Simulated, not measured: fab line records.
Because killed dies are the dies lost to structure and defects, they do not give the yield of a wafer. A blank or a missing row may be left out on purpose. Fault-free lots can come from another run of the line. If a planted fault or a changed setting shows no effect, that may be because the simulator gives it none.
Chamber matching / flow gf180mcu / 4 sister chambers for GF_V3_CMP_04 on cmp-02
The step polishes SiO2. 20 wafers are shown with their chamber, then 10 later ones without.

WAFERS, EACH WITH ITS CHAMBER
wafer=L075.3; chamber=0; motor-current-A (A)=12.3; slurry-filter-dp-kPa (kPa)=13.77; time-to-endpoint-s (s)=76
wafer=L075.5; chamber=2; motor-current-A (A)=14.0; slurry-filter-dp-kPa (kPa)=13.57; time-to-endpoint-s (s)=76
wafer=L075.6; chamber=1; motor-current-A (A)=12.0; slurry-filter-dp-kPa (kPa)=13.43; time-to-endpoint-s (s)=80
wafer=L079.1; chamber=3; motor-current-A (A)=14.9; slurry-filter-dp-kPa (kPa)=13.65; time-to-endpoint-s (s)=76
wafer=L079.3; chamber=0; motor-current-A (A)=13.7; slurry-filter-dp-kPa (kPa)=13.64; time-to-endpoint-s (s)=79
wafer=L079.4; chamber=1; motor-current-A (A)=12.5; slurry-filter-dp-kPa (kPa)=13.38; time-to-endpoint-s (s)=85
wafer=L080.1; chamber=1; motor-current-A (A)=12.6; slurry-filter-dp-kPa (kPa)=13.32; time-to-endpoint-s (s)=78
wafer=L080.2; chamber=2; motor-current-A (A)=13.7; slurry-filter-dp-kPa (kPa)=13.47; time-to-endpoint-s (s)=77
wafer=L080.3; chamber=0; motor-current-A (A)=13.1; slurry-filter-dp-kPa (kPa)=13.57; time-to-endpoint-s (s)=76
wafer=L081.1; chamber=0; motor-current-A (A)=13.1; slurry-filter-dp-kPa (kPa)=13.37; time-to-endpoint-s (s)=82
wafer=L081.4; chamber=2; motor-current-A (A)=13.0; slurry-filter-dp-kPa (kPa)=13.31; time-to-endpoint-s (s)=93
wafer=L081.6; chamber=3; motor-current-A (A)=14.8; slurry-filter-dp-kPa (kPa)=13.59; time-to-endpoint-s (s)=84
wafer=L083.1; chamber=2; motor-current-A (A)=13.3; slurry-filter-dp-kPa (kPa)=13.56; time-to-endpoint-s (s)=81
wafer=L083.5; chamber=2; motor-current-A (A)=13.1; slurry-filter-dp-kPa (kPa)=13.38; time-to-endpoint-s (s)=87
wafer=L083.6; chamber=3; motor-current-A (A)=14.0; slurry-filter-dp-kPa (kPa)=13.57; time-to-endpoint-s (s)=85
wafer=L084.1; chamber=3; motor-current-A (A)=14.5; slurry-filter-dp-kPa (kPa)=13.44; time-to-endpoint-s (s)=74
wafer=L084.5; chamber=1; motor-current-A (A)=12.5; slurry-filter-dp-kPa (kPa)=13.34; time-to-endpoint-s (s)=81
wafer=L084.6; chamber=2; motor-current-A (A)=13.6; slurry-filter-dp-kPa (kPa)=13.90; time-to-endpoint-s (s)=86
wafer=L092.2; chamber=0; motor-current-A (A)=14.3; slurry-filter-dp-kPa (kPa)=13.57; time-to-endpoint-s (s)=75
wafer=L092.3; chamber=1; motor-current-A (A)=13.2; slurry-filter-dp-kPa (kPa)=13.31; time-to-endpoint-s (s)=77

SIGNATURES, as means of the wafers listed above
reading=motor-current-A; chamber 0=13.300; chamber 1=12.560; chamber 2=13.450; chamber 3=14.550; scatter within a chamber=0.512
reading=slurry-filter-dp-kPa; chamber 0=13.5840; chamber 1=13.3560; chamber 2=13.5317; chamber 3=13.5625; scatter within a chamber=0.144
reading=time-to-endpoint-s; chamber 0=77.60; chamber 1=80.20; chamber 2=83.33; chamber 3=79.75; scatter within a chamber=4.86
Rule: a wafer's distance from a chamber is the root of the sum, over the readings, of the square of ((its reading less the chamber's mean) divided by the reading's scatter). The wafer belongs to the nearest chamber; if the next one is less than 2 further off, it can't be placed. The scatter: the root of (the sum of the squares of (reading less its chamber's mean) over the shown wafers, divided by (wafers less chambers)).

WAFERS WITH NO CHAMBER GIVEN
wafer=L092.6; motor-current-A (A)=12.7; slurry-filter-dp-kPa (kPa)=13.51; time-to-endpoint-s (s)=88
wafer=L094.1; motor-current-A (A)=13.0; slurry-filter-dp-kPa (kPa)=13.45; time-to-endpoint-s (s)=82
wafer=L094.4; motor-current-A (A)=13.6; slurry-filter-dp-kPa (kPa)=13.22; time-to-endpoint-s (s)=82
wafer=L094.5; motor-current-A (A)=13.6; slurry-filter-dp-kPa (kPa)=13.32; time-to-endpoint-s (s)=83
wafer=L095.1; motor-current-A (A)=12.2; slurry-filter-dp-kPa (kPa)=13.41; time-to-endpoint-s (s)=73
wafer=L095.4; motor-current-A (A)=13.7; slurry-filter-dp-kPa (kPa)=13.23; time-to-endpoint-s (s)=77
wafer=L095.6; motor-current-A (A)=12.9; slurry-filter-dp-kPa (kPa)=13.31; time-to-endpoint-s (s)=78
wafer=L097.2; motor-current-A (A)=14.1; slurry-filter-dp-kPa (kPa)=13.50; time-to-endpoint-s (s)=77
wafer=L097.4; motor-current-A (A)=13.0; slurry-filter-dp-kPa (kPa)=13.52; time-to-endpoint-s (s)=82
wafer=L097.5; motor-current-A (A)=13.1; slurry-filter-dp-kPa (kPa)=13.45; time-to-endpoint-s (s)=80

THE CHAMBER EACH PASSED THROUGH
wafer=L092.6; from the rows above=can't be placed: 2 or 1 or 0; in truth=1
wafer=L094.1; from the rows above=can't be placed: 2 or 1 or 0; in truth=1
wafer=L094.4; from the rows above=can't be placed: 2 or 1 or 0 or 3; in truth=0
wafer=L094.5; from the rows above=can't be placed: 2 or 1 or 0 or 3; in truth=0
wafer=L095.1; from the rows above=can't be placed: 1 or 0 or 2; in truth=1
wafer=L095.4; from the rows above=can't be placed: 1 or 2 or 0 or 3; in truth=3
wafer=L095.6; from the rows above=can't be placed: 1 or 0 or 2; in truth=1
wafer=L097.2; from the rows above=can't be placed: 3 or 0 or 2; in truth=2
wafer=L097.4; from the rows above=can't be placed: 2 or 0 or 1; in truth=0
wafer=L097.5; from the rows above=can't be placed: 2 or 0 or 1 or 3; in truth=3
Placed correctly: 0 of 10. Cannot be placed on the basis of these rows: 10; the candidates contain the true chamber in 10. 0 placed wrongly.
